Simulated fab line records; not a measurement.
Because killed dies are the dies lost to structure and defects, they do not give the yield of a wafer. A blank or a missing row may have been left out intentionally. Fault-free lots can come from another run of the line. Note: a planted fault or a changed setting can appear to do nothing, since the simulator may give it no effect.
Which tool is to blame? :: flow sky130 :: 24 lots, 72 wafers sampled, at 3 steps of a route of 708

WHAT THE GAUGES SHOWED, per wafer
SKY_METAL3_CD_MEAS_13 targets a cd of 300 nm. Usual: cd-nm at 299.8 nm, with a standard deviation of 1.5.
lot: L074
measured: day 38 19:32
on: cd-sem-01
cd-nm (nm): 300.6 299.0 299.8
flag: 

lot: L075
measured: day 38 19:55
on: cd-sem-02
cd-nm (nm): 301.3 302.2 301.0
flag: 

lot: L076
measured: day 39 00:26
on: cd-sem-01
cd-nm (nm): 298.1 297.7 298.4
flag: 

lot: L077
measured: day 39 07:50
on: cd-sem-02
cd-nm (nm): 298.6 299.8 299.3
flag: 

lot: L078
measured: day 39 14:44
on: cd-sem-01
cd-nm (nm): 300.3 300.3 300.7
flag: 

lot: L079
measured: day 39 23:52
on: cd-sem-01
cd-nm (nm): 296.9 296.4 297.3
flag: 

lot: L080
measured: day 40 05:50
on: cd-sem-01
cd-nm (nm): 299.4 298.3 298.3
flag: 

lot: L081
measured: day 40 21:13
on: cd-sem-01
cd-nm (nm): 300.3 300.2 300.0
flag: 

lot: L082
measured: day 41 03:08
on: cd-sem-02
cd-nm (nm): 299.2 300.1 300.3
flag: 

lot: L084
measured: day 41 16:08
on: cd-sem-02
cd-nm (nm): 301.3 300.9 301.4
flag: 

lot: L083
measured: day 41 16:35
on: cd-sem-01
cd-nm (nm): 300.5 299.5 300.1
flag: 

lot: L086
measured: day 42 17:08
on: cd-sem-01
cd-nm (nm): 299.8 301.0 301.0
flag: 

lot: L085
measured: day 42 19:47
on: cd-sem-02
cd-nm (nm): 298.8 300.1 300.0
flag: 

lot: L088
measured: day 43 10:40
on: cd-sem-01
cd-nm (nm): 300.6 300.2 301.1
flag: 

lot: L087
measured: day 43 11:47
on: cd-sem-02
cd-nm (nm): 298.7 301.0 300.1
flag: 

lot: L089
measured: day 43 13:41
on: cd-sem-02
cd-nm (nm): 301.0 300.6 300.2
flag: 

lot: L090
measured: day 43 20:05
on: cd-sem-02
cd-nm (nm): 297.4 297.7 296.9
flag: 

lot: L091
measured: day 44 00:02
on: cd-sem-02
cd-nm (nm): 298.6 298.7 299.8
flag: 

lot: L092
measured: day 44 01:35
on: cd-sem-01
cd-nm (nm): 298.8 297.8 297.1
flag: 

lot: L093
measured: day 44 08:14
on: cd-sem-01
cd-nm (nm): 300.6 300.4 302.4
flag: 

lot: L094
measured: day 44 09:15
on: cd-sem-02
cd-nm (nm): 300.8 300.5 299.6
flag: 

lot: L095
measured: day 44 11:55
on: cd-sem-02
cd-nm (nm): 302.3 302.1 301.7
flag: 

lot: L096
measured: day 45 00:03
on: cd-sem-01
cd-nm (nm): 302.0 301.2 302.4
flag: 

lot: L097
measured: day 45 04:29
on: cd-sem-02
cd-nm (nm): 298.9 298.6 299.9
flag: 

SKY_METAL4_OVL_MEAS_14. Usual: METAL4_OVL typically reads -3 nm, with standard deviation 4.7.
lot: L074
measured: day 42 02:07
on: overlay-01
METAL4_OVL (nm): -13 -14 -11
flag: 

lot: L075
measured: day 42 02:43
on: overlay-01
METAL4_OVL (nm): -7 -9 -13
flag: 

lot: L076
measured: day 42 06:01
on: overlay-02
METAL4_OVL (nm): -4 -7 2
flag: 

lot: L077
measured: day 42 12:43
on: overlay-01
METAL4_OVL (nm): 7 4 2
flag: 

lot: L078
measured: day 42 19:31
on: overlay-01
METAL4_OVL (nm): -8 -10 -9
flag: 

lot: L079
measured: day 43 04:07
on: overlay-02
METAL4_OVL (nm): -4 0 -3
flag: 

lot: L080
measured: day 43 09:28
on: overlay-01
METAL4_OVL (nm): -4 -5 -3
flag: 

lot: L081
measured: day 43 23:01
on: overlay-02
METAL4_OVL (nm): -10 -5 -10
flag: 

lot: L082
measured: day 44 05:55
on: overlay-02
METAL4_OVL (nm): -4 -4 -5
flag: 

lot: L084
measured: day 44 17:11
on: overlay-02
METAL4_OVL (nm): -2 0 4
flag: 

lot: L083
measured: day 44 17:55
on: overlay-01
METAL4_OVL (nm): -1 -8 -7
flag: 

lot: L086
measured: day 45 16:01
on: overlay-01
METAL4_OVL (nm): -3 3 4
flag: 

lot: L085
measured: day 45 19:46
on: overlay-02
METAL4_OVL (nm): -1 -1 5
flag: 

lot: L088
measured: day 46 07:10
on: overlay-02
METAL4_OVL (nm): 0 -2 5
flag: 

lot: L087
measured: day 46 09:29
on: overlay-02
METAL4_OVL (nm): 3 5 2
flag: 

lot: L089
measured: day 46 12:25
on: overlay-02
METAL4_OVL (nm): -5 -1 -4
flag: 

lot: L090
measured: day 46 16:37
on: overlay-01
METAL4_OVL (nm): 4 4 6
flag: 

lot: L091
measured: day 46 20:49
on: overlay-01
METAL4_OVL (nm): 3 1 -1
flag: 

lot: L092
measured: day 46 22:16
on: overlay-01
METAL4_OVL (nm): -3 -7 -5
flag: 

lot: L093
measured: day 47 04:22
on: overlay-01
METAL4_OVL (nm): -3 -10 -4
flag: 

lot: L094
measured: day 47 04:50
on: overlay-01
METAL4_OVL (nm): 1 -3 1
flag: 

lot: L095
measured: day 47 06:52
on: overlay-02
METAL4_OVL (nm): -1 -9 -6
flag: 

lot: L096
measured: day 47 18:28
on: overlay-02
METAL4_OVL (nm): -1 -3 -8
flag: 

lot: L097
measured: day 48 03:29
on: overlay-01
METAL4_OVL (nm): -4 2 -8
flag: 

WHAT TOOL EACH LOT RAN ON (gives the tool, then ch and the chambers of the sampled wafers, and finally the start)
lot: L074
SKY_VIA3_STRIP_16: plasma-asher-02 ch 0,1, day 39 23:06

lot: L075
SKY_VIA3_STRIP_16: plasma-asher-03 ch 1, day 39 23:30

lot: L076
SKY_VIA3_STRIP_16: plasma-asher-02 ch 0,1, day 40 03:08

lot: L077
SKY_VIA3_STRIP_16: plasma-asher-04 ch 0,1, day 40 11:06

lot: L078
SKY_VIA3_STRIP_16: plasma-asher-04 ch 0,1, day 40 17:09

lot: L079
SKY_VIA3_STRIP_16: plasma-asher-04 ch 0,1, day 41 02:51

lot: L080
SKY_VIA3_STRIP_16: plasma-asher-04 ch 0,1, day 41 08:06

lot: L081
SKY_VIA3_STRIP_16: plasma-asher-02 ch 0,1, day 41 23:14

lot: L082
SKY_VIA3_STRIP_16: plasma-asher-04 ch 0,1, day 42 05:03

lot: L084
SKY_VIA3_STRIP_16: plasma-asher-02 ch 0,1, day 42 17:20

lot: L083
SKY_VIA3_STRIP_16: plasma-asher-03 ch 0,1, day 42 17:45

lot: L086
SKY_VIA3_STRIP_16: plasma-asher-03 ch 0,1, day 43 17:54

lot: L085
SKY_VIA3_STRIP_16: plasma-asher-03 ch 0,1, day 43 21:12

lot: L088
SKY_VIA3_STRIP_16: plasma-asher-04 ch 0,1, day 44 10:48

lot: L087
SKY_VIA3_STRIP_16: plasma-asher-04 ch 0,1, day 44 12:08

lot: L089
SKY_VIA3_STRIP_16: plasma-asher-04 ch 0, day 44 14:33

lot: L090
SKY_VIA3_STRIP_16: plasma-asher-02 ch 0,1, day 44 20:33

lot: L091
SKY_VIA3_STRIP_16: plasma-asher-03 ch 0,1, day 45 00:33

lot: L092
SKY_VIA3_STRIP_16: plasma-asher-02 ch 0,1, day 45 01:24

lot: L093
SKY_VIA3_STRIP_16: plasma-asher-03 ch 0,1, day 45 08:08

lot: L094
SKY_VIA3_STRIP_16: plasma-asher-02 ch 0,1, day 45 09:10

lot: L095
SKY_VIA3_STRIP_16: plasma-asher-03 ch 0,1, day 45 11:44

lot: L096
SKY_VIA3_STRIP_16: plasma-asher-02 ch 0,1, day 45 23:51

lot: L097
SKY_VIA3_STRIP_16: plasma-asher-04 ch 0,1, day 46 09:59
- SKY_VIA3_STRIP_16: strips in O2/N2.

WHAT THE TOOLS THEMSELVES READ (means of the sampled wafers that have a number; where no wafer has one, the mark that the record gives instead)
SKY_VIA3_STRIP_16. Usual: drypump-motor-current-A 5.5 A, standard deviation 0.34; oes-product-au 0.402 a.u., standard deviation 0.0048; strip-time-to-endpoint-s 4.12 s, standard deviation 0.032.
lot: L074
tool: plasma-asher-02
drypump-motor-current-A (A): 5.6
oes-product-au (a.u.): 0.403
strip-time-to-endpoint-s (s): 4.12
flag: 

lot: L075
tool: plasma-asher-03
drypump-motor-current-A (A): 5.9
oes-product-au (a.u.): 0.404
strip-time-to-endpoint-s (s): 4.14
flag: 

lot: L076
tool: plasma-asher-02
drypump-motor-current-A (A): 5.6
oes-product-au (a.u.): 0.394
strip-time-to-endpoint-s (s): 4.11
flag: 

lot: L077
tool: plasma-asher-04
drypump-motor-current-A (A): 5.1
oes-product-au (a.u.): 0.405
strip-time-to-endpoint-s (s): 4.11
flag: 

lot: L078
tool: plasma-asher-04
drypump-motor-current-A (A): 5.2
oes-product-au (a.u.): 0.407
strip-time-to-endpoint-s (s): 4.14
flag: 

lot: L079
tool: plasma-asher-04
drypump-motor-current-A (A): 5.2
oes-product-au (a.u.): 0.402
strip-time-to-endpoint-s (s): 4.12
flag: 

lot: L080
tool: plasma-asher-04
drypump-motor-current-A (A): 5.1
oes-product-au (a.u.): 0.403
strip-time-to-endpoint-s (s): 4.09
flag: 

lot: L081
tool: plasma-asher-02
drypump-motor-current-A (A): 5.5
oes-product-au (a.u.): 0.404
strip-time-to-endpoint-s (s): 4.13
flag: 

lot: L082
tool: plasma-asher-04
drypump-motor-current-A (A): 5.1
oes-product-au (a.u.): 0.407
strip-time-to-endpoint-s (s): 4.13
flag: 

lot: L084
tool: plasma-asher-02
drypump-motor-current-A (A): 5.5
oes-product-au (a.u.): 0.402
strip-time-to-endpoint-s (s): 4.12
flag: 

lot: L083
tool: plasma-asher-03
drypump-motor-current-A (A): 5.9
oes-product-au (a.u.): 0.404
strip-time-to-endpoint-s (s): 4.13
flag: 

lot: L086
tool: plasma-asher-03
drypump-motor-current-A (A): 6.0
oes-product-au (a.u.): 0.402
strip-time-to-endpoint-s (s): 4.11
flag: 

lot: L085
tool: plasma-asher-03
drypump-motor-current-A (A): 6.0
oes-product-au (a.u.): 0.400
strip-time-to-endpoint-s (s): 4.14
flag: 

lot: L088
tool: plasma-asher-04
drypump-motor-current-A (A): 5.2
oes-product-au (a.u.): 0.402
strip-time-to-endpoint-s (s): 4.15
flag: 

lot: L087
tool: plasma-asher-04
drypump-motor-current-A (A): 5.1
oes-product-au (a.u.): 0.400
strip-time-to-endpoint-s (s): 4.11
flag: 

lot: L089
tool: plasma-asher-04
drypump-motor-current-A (A): 5.3
oes-product-au (a.u.): 0.401
strip-time-to-endpoint-s (s): 4.13
flag: 

lot: L090
tool: plasma-asher-02
drypump-motor-current-A (A): 5.5
oes-product-au (a.u.): 0.407
strip-time-to-endpoint-s (s): 4.14
flag: 

lot: L091
tool: plasma-asher-03
drypump-motor-current-A (A): 5.9
oes-product-au (a.u.): 0.398
strip-time-to-endpoint-s (s): 4.10
flag: 

lot: L092
tool: plasma-asher-02
drypump-motor-current-A (A): 5.5
oes-product-au (a.u.): 0.404
strip-time-to-endpoint-s (s): 4.09
flag: 

lot: L093
tool: plasma-asher-03
drypump-motor-current-A (A): 6.0
oes-product-au (a.u.): 0.400
strip-time-to-endpoint-s (s): 4.14
flag: 

lot: L094
tool: plasma-asher-02
drypump-motor-current-A (A): 5.5
oes-product-au (a.u.): 0.397
strip-time-to-endpoint-s (s): 4.10
flag: 

lot: L095
tool: plasma-asher-03
drypump-motor-current-A (A): 5.9
oes-product-au (a.u.): 0.395
strip-time-to-endpoint-s (s): 4.13
flag: 

lot: L096
tool: plasma-asher-02
drypump-motor-current-A (A): 5.5
oes-product-au (a.u.): 0.401
strip-time-to-endpoint-s (s): 4.12
flag: 

lot: L097
tool: plasma-asher-04
drypump-motor-current-A (A): 5.1
oes-product-au (a.u.): 0.404
strip-time-to-endpoint-s (s): 4.14
flag: 

THE ANSWER, worked out from the rows above alone
Rule: a lot is off if the mean of its wafers that have a number lies more than 3 standard deviations from the usual mean. Also off: a lot with no number at a reading for which 4 or more lots have one. The other lots that the step has rows for count as sound. The gauges are gone through in route order, then the tools' own readings, and for those a lot's mean is taken as printed above. At the first step where some lot is off, the reading lying furthest off is the one used; lots without a number count as furthest.
Nothing can be told from this: no lot is off at any reading shown.

WHAT THE SIMULATOR PUT IN
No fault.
